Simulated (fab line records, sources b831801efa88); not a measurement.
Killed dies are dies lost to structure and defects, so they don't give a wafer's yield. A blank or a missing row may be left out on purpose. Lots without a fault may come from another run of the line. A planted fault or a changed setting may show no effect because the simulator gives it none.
Which tool did it? | flow sky130 | 12 lots, 36 wafers sampled, at 5 steps of a route of 708

WHAT THE GAUGES READ, wafer by wafer
SKY_SONOS_ONO_THK_MEAS_01.
lot  | measured     | on            | SONOS_ONO_OXIDATION_THK (nm)
L597 | day 12 06:58 | film_metro-01 | 2.60 2.64 2.61
L598 | day 12 15:47 | film_metro-01 | 2.52 2.59 2.58
L600 | day 13 03:28 | film_metro-04 | 2.58 2.62 2.62
L604 | day 14 10:59 | film_metro-03 | 2.17 2.22 2.19
L605 | day 14 16:53 | film_metro-01 | 2.09 2.14 2.12
L606 | day 15 04:33 | film_metro-04 | 2.56 2.62 2.67
L611 | day 17 01:15 | film_metro-04 | 2.67 2.66 2.66
L612 | day 17 04:07 | film_metro-04 | 2.68 2.68 2.63
L615 | day 18 06:21 | film_metro-04 | 2.57 2.59 2.64
L616 | day 18 15:38 | film_metro-01 | 2.57 2.52 2.52
L617 | day 18 22:04 | film_metro-04 | 2.56 2.60 2.57
L618 | day 19 05:20 | film_metro-01 | 2.61 2.64 2.58

SKY_RES_PROTECT_TW_MEAS_08.
lot  | measured     | on            | POLY_GATE_TW
L597 | day 15 23:16 | film_metro-01 | 4065 4059 4057
L598 | day 16 07:15 | film_metro-03 | 4041 4046 4043
L600 | day 17 00:19 | film_metro-03 | 4091 4047 4055
L604 | day 18 10:28 | film_metro-02 | 4063 4083 4067
L605 | day 18 17:17 | film_metro-02 | 4100 4094 4101
L606 | day 19 03:47 | film_metro-02 | 4096 4084 4112
L611 | day 21 09:00 | film_metro-02 | 4098 4082 4085
L612 | day 21 11:16 | film_metro-01 | 4089 4092 4108
L615 | day 22 09:50 | film_metro-03 | 4057 4082 4047
L616 | day 22 20:45 | film_metro-03 | 4064 4046 4063
L617 | day 23 00:08 | film_metro-02 | 4097 4100 4114
L618 | day 23 09:19 | film_metro-03 | 4044 4057 4068

WHICH TOOL RAN EACH LOT (tool, then ch and the chambers of the sampled wafers, then the start)
lot  | SKY_SONOS_ONO_OXIDATION_00    | SKY_SONOS_ONO_ETCH_15              | SKY_RES_PROTECT_STRIP_07
L597 | furnace-01 ch 0, day 12 05:36 | rie_diel-04 ch 0,2,3, day 13 11:28 | plasma_asher-02 ch 0, day 15 23:10
L598 | furnace-02 ch 0, day 12 14:25 | rie_diel-04 ch 1,2,3, day 13 19:46 | plasma_asher-04 ch 0,1, day 16 07:08
L600 | furnace-02 ch 0, day 13 02:07 | rie_diel-04 ch 0,1,2, day 14 09:40 | plasma_asher-03 ch 0, day 17 00:13
L604 | furnace-02 ch 0, day 14 09:38 | rie_diel-04 ch 0,2, day 15 18:40   | plasma_asher-02 ch 0, day 18 10:22
L605 | furnace-02 ch 0, day 14 15:30 | rie_diel-03 ch 0,1, day 15 23:28   | plasma_asher-03 ch 0,1, day 18 17:11
L606 | furnace-01 ch 0, day 15 03:12 | rie_diel-04 ch 0,1,2, day 16 10:31 | plasma_asher-03 ch 0,1, day 19 03:41
L611 | furnace-01 ch 0, day 16 23:54 | rie_diel-04 ch 0,1, day 18 14:28   | plasma_asher-04 ch 0,1, day 21 08:54
L612 | furnace-01 ch 0, day 17 02:46 | rie_diel-02 ch 0,1,2, day 18 15:22 | plasma_asher-03 ch 0,1, day 21 11:10
L615 | furnace-02 ch 0, day 18 05:01 | rie_diel-03 ch 0,3, day 19 15:28   | plasma_asher-04 ch 0,1, day 22 09:44
L616 | furnace-02 ch 0, day 18 14:17 | rie_diel-04 ch 0,2, day 20 01:44   | plasma_asher-02 ch 0, day 22 20:39
L617 | furnace-02 ch 0, day 18 20:43 | rie_diel-04 ch 0,3, day 20 07:23   | plasma_asher-02 ch 0,1, day 23 00:02
L618 | furnace-02 ch 0, day 19 03:58 | rie_diel-03 ch 1,2,3, day 20 15:16 | plasma_asher-02 ch 0,1, day 23 09:14
- SKY_SONOS_ONO_OXIDATION_00: stabilise 600 s, purge 300 s, target thk 2.6 nm.
- SKY_SONOS_ONO_ETCH_15: etches the open film in CHF3/O2, target depth 19.52 nm, time 7.8 s.
- SKY_RES_PROTECT_STRIP_07: strips in O2/N2.

WHAT THE TOOLS THEMSELVES READ (means of the sampled wafers that have a number; where no wafer has one, the mark that the record gives instead)
SKY_SONOS_ONO_OXIDATION_00.
lot  | tool       | spike_tc_bottom_C (C)
L597 | furnace-01 | 816
L598 | furnace-02 | 823
L600 | furnace-02 | 821
L604 | furnace-02 | 822
L605 | furnace-02 | 822
L606 | furnace-01 | 817
L611 | furnace-01 | 815
L612 | furnace-01 | 816
L615 | furnace-02 | 821
L616 | furnace-02 | 823
L617 | furnace-02 | 822
L618 | furnace-02 | 823

SKY_SONOS_ONO_ETCH_15.
lot  | tool        | drypump_motor_current_A (A) | oes_product_au (a.u.) | throttle_valve_pct (%)
L597 | rie_diel-04 | 5.8                         | 0.988                 | 8.819
L598 | rie_diel-04 | 6.0                         | 0.992                 | 8.809
L600 | rie_diel-04 | 5.7                         | 0.993                 | 8.818
L604 | rie_diel-04 | 5.5                         | 0.993                 | 8.821
L605 | rie_diel-03 | 6.3                         | 1.004                 | 8.828
L606 | rie_diel-04 | 5.7                         | 0.999                 | 8.825
L611 | rie_diel-04 | 5.9                         | 0.988                 | 8.827
L612 | rie_diel-02 | 5.9                         | 1.007                 | 8.831
L615 | rie_diel-03 | 5.9                         | 0.997                 | 8.828
L616 | rie_diel-04 | 5.4                         | 0.986                 | 8.820
L617 | rie_diel-04 | 6.3                         | 1.001                 | 8.825
L618 | rie_diel-03 | 5.2                         | 0.993                 | 8.814

SKY_RES_PROTECT_STRIP_07.
lot  | tool            | drypump_motor_current_A (A) | oes_product_au (a.u.) | strip_time_to_endpoint_s (s)
L597 | plasma_asher-02 | 6.5                         | 0.515                 | 23.35
L598 | plasma_asher-04 | 6.4                         | 0.517                 | 23.33
L600 | plasma_asher-03 | 6.1                         | 0.517                 | 23.38
L604 | plasma_asher-02 | 6.6                         | 0.520                 | 23.33
L605 | plasma_asher-03 | 6.2                         | 0.517                 | 23.30
L606 | plasma_asher-03 | 6.2                         | 0.521                 | 23.32
L611 | plasma_asher-04 | 6.5                         | 0.520                 | 23.30
L612 | plasma_asher-03 | 6.1                         | 0.521                 | 23.32
L615 | plasma_asher-04 | 6.5                         | 0.515                 | 23.32
L616 | plasma_asher-02 | 6.6                         | 0.515                 | 23.30
L617 | plasma_asher-02 | 6.0                         | 0.514                 | 23.30
L618 | plasma_asher-02 | 5.4                         | 0.517                 | 23.36

THE ANSWER, worked out from the rows above alone
Rule: what is usual is taken from the lots themselves. Put in order of their means at a reading, lots are off if they are a third of the lots or fewer, leave a main group of 4 or more, and stand apart from it by a gap of 3 or more times the standard deviation of the main group's means; of several such gaps the widest counts. A main group whose means are all the same, to the digits that the tables above print for the reading, isn't used. A lot without any number at a reading at which 4 lots or more have one is off too. The other lots that the step has rows for count as sound. The gauges are gone through in route order, then the tools' own readings, and for those a lot's mean is taken as printed above. The first step at which some lot is off is used, and at that step the reading that is off furthest; a lot without a number counts as furthest.
Off: L604, L605, at SKY_SONOS_ONO_THK_MEAS_01 (SONOS_ONO_OXIDATION_THK). The main group: mean 2.61 nm, standard deviation 0.038.
A tool fits if, at a process step before that reading, it ran every lot that is off, and no sound lot after the first of them. The gauges at SKY_SONOS_ONO_THK_MEAS_01 are tried like those tools. None of those tried fits.

WHAT THE SIMULATOR HAD PUT IN
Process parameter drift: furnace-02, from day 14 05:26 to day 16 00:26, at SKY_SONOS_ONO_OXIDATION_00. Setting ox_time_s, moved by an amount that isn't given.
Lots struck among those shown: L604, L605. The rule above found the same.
